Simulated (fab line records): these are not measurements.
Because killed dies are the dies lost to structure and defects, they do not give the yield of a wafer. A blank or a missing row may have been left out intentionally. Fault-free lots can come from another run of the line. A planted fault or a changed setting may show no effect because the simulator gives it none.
A sampling plan put to the test | flow sky130 | one fab line, 6 faults that these records tell of, each judged on the records of the lots that it struck
Plan = the line's own looks (route steps where a gauge or an inspection reads the wafer without altering it). A look is open to judgement when struck wafers have a number at it and the file gives its usual mean and standard deviation on fault-free wafers. Caught: a look later than the fault's first step finds the struck wafers' mean 4 or more of those standard deviations (sigma) from the usual mean. On the tool: here the same test is run on the tool's own readings at the fault's steps. If the struck wafers alone have a blank record, or they carry another recipe, that too counts as caught.

## THE FAULTS, as the simulator had put them in
1. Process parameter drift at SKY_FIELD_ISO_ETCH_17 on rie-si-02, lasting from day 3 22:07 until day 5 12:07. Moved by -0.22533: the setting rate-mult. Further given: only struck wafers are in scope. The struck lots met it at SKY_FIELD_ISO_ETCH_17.
2. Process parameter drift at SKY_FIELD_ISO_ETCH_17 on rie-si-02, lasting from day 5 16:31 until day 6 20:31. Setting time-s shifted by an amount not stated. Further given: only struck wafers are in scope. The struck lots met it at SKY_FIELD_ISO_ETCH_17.
3. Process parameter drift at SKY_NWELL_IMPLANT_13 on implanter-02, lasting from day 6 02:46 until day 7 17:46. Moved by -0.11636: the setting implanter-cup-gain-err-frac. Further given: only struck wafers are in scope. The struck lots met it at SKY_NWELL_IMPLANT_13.
4. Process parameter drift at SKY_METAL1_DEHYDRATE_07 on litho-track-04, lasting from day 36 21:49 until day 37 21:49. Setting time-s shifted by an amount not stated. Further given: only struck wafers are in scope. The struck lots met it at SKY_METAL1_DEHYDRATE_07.
5. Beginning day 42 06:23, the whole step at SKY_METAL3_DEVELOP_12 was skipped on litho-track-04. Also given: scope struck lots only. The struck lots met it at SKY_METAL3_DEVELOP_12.
6. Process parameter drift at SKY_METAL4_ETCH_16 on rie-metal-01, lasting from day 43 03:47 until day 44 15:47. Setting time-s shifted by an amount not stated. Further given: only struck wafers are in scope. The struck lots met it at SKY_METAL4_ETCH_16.

## WHAT THE PLAN SAW
fault | on the tool itself                               | first look that catches it                   | reading, sigma | median hours from its first step to that look | hours from the fault's start to the first struck lot there | judged looks passed uncaught
1     | oes-product-au -9.4 sigma                        | not the one look that can be judged after it | -              | -                                             | -                                                          | 1
2     | run-length-s -45 sigma                           | not the one look that can be judged after it | -              | -                                             | -                                                          | 1
3     | beam-on-s +7.0 sigma                             | no look after it can be judged               | -              | -                                             | -                                                          | 0
4     | heater-power-total-W +25 sigma                   | no look after it can be judged               | -              | -                                             | -                                                          | 0
5     | the tool's record is blank for the struck wafers | no look after it can be judged               | -              | -                                             | -                                                          | 0
6     | run-length-s -12 sigma                           | no look after it can be judged               | -              | -                                             | -                                                          | 0
A dash: this means the fault isn't caught or the number doesn't appear in these records.

Caught at a look: 0 of 6. Caught on the tool: 6 of 6. By one or the other: 6 of 6.
Caught on the tool alone: faults 1, 2, 3, 4, 5, 6.
